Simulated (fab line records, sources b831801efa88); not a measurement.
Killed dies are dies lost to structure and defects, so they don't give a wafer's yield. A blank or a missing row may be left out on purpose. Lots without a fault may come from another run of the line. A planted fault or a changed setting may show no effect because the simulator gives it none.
Which tool did it? | flow gf180mcu | 11 lots, 33 wafers sampled, at 2 steps of a route of 602

WHAT THE GAUGES READ, wafer by wafer
GF_STI_THK_MEAS_04. Usual: STI_CVD_03_THK 207.7 nm, standard deviation 1.6.
lot  | measured    | on            | STI_CVD_03_THK (nm) | flag
L112 | day 1 18:34 | film_metro-03 | 209.1 208.2 209.4   |
L117 | day 2 19:35 | film_metro-04 | 226.5 229.3 232.9   | OFF
L119 | day 3 05:34 | film_metro-04 | 207.2 206.5 207.0   |
L120 | day 3 10:34 | film_metro-04 | 222.3 215.2 208.5   | OFF
L124 | day 4 06:35 | film_metro-04 | 211.1 210.4 209.5   |
L128 | day 5 04:36 | film_metro-04 | 207.1 207.5 206.7   |
L130 | day 5 13:33 | film_metro-02 | 206.7 206.2 205.5   |
L131 | day 5 17:34 | film_metro-04 | 206.0 206.5 208.3   |
L132 | day 5 22:52 | film_metro-03 | 210.3 209.3 206.4   |
L133 | day 6 03:34 | film_metro-04 | 206.5 208.4 207.8   |
L134 | day 6 09:04 | film_metro-04 | 206.5 206.5 207.1   |

WHICH TOOL RAN EACH LOT (tool, then ch and the chambers of the sampled wafers, then the start)
lot  | GF_STI_CVD_03
L112 | lpcvd-01 ch 0, day 1 16:34
L117 | lpcvd-01 ch 0, day 2 17:36
L119 | lpcvd-02 ch 1, day 3 03:35
L120 | lpcvd-01 ch 1, day 3 08:34
L124 | lpcvd-02 ch 0, day 4 04:34
L128 | lpcvd-02 ch 0, day 5 01:38
L130 | lpcvd-02 ch 1, day 5 10:34
L131 | lpcvd-01 ch 0, day 5 15:34
L132 | lpcvd-02 ch 1, day 5 20:52
L133 | lpcvd-01 ch 0, day 6 01:34
L134 | lpcvd-02 ch 0, day 6 07:03
- GF_STI_CVD_03: deposits Si3N4 from DCS/NH3, target thk 207.16 nm, time 3551 s.

WHAT THE TOOLS THEMSELVES READ (means of the sampled wafers that have a number; where no wafer has one, the mark that the record gives instead)
GF_STI_CVD_03. Usual: spike_tc_centre_C 770.8 C, standard deviation 1.4.
lot  | tool     | spike_tc_centre_C (C) | flag
L112 | lpcvd-01 | 771.0                 |
L117 | lpcvd-01 | 782.9                 | OFF
L119 | lpcvd-02 | 768.2                 |
L120 | lpcvd-01 | 783.9                 | OFF
L124 | lpcvd-02 | 772.1                 |
L128 | lpcvd-02 | 771.3                 |
L130 | lpcvd-02 | 768.2                 |
L131 | lpcvd-01 | 770.5                 |
L132 | lpcvd-02 | 768.0                 |
L133 | lpcvd-01 | 770.7                 |
L134 | lpcvd-02 | 772.0                 |

THE ANSWER, worked out from the rows above alone
Rule: a lot is off if the mean of its wafers that have a number lies more than 3 standard deviations from the usual mean. A lot without any number at a reading at which 4 lots or more have one is off too. The other lots that the step has rows for count as sound. The gauges are gone through in route order, then the tools' own readings, and for those a lot's mean is taken as printed above. The first step at which some lot is off is used, and at that step the reading that is off furthest; a lot without a number counts as furthest.
Off: L117, L120, at GF_STI_THK_MEAS_04 (STI_CVD_03_THK).
A tool fits if, at a process step before that reading, it ran every lot that is off, and no sound lot after the first of them. The gauges at GF_STI_THK_MEAS_04 aren't tried: what is off there is off at GF_STI_CVD_03 too, on other tools, and a gauge's error can't cause that. None of those tried fits.

WHAT THE SIMULATOR HAD PUT IN
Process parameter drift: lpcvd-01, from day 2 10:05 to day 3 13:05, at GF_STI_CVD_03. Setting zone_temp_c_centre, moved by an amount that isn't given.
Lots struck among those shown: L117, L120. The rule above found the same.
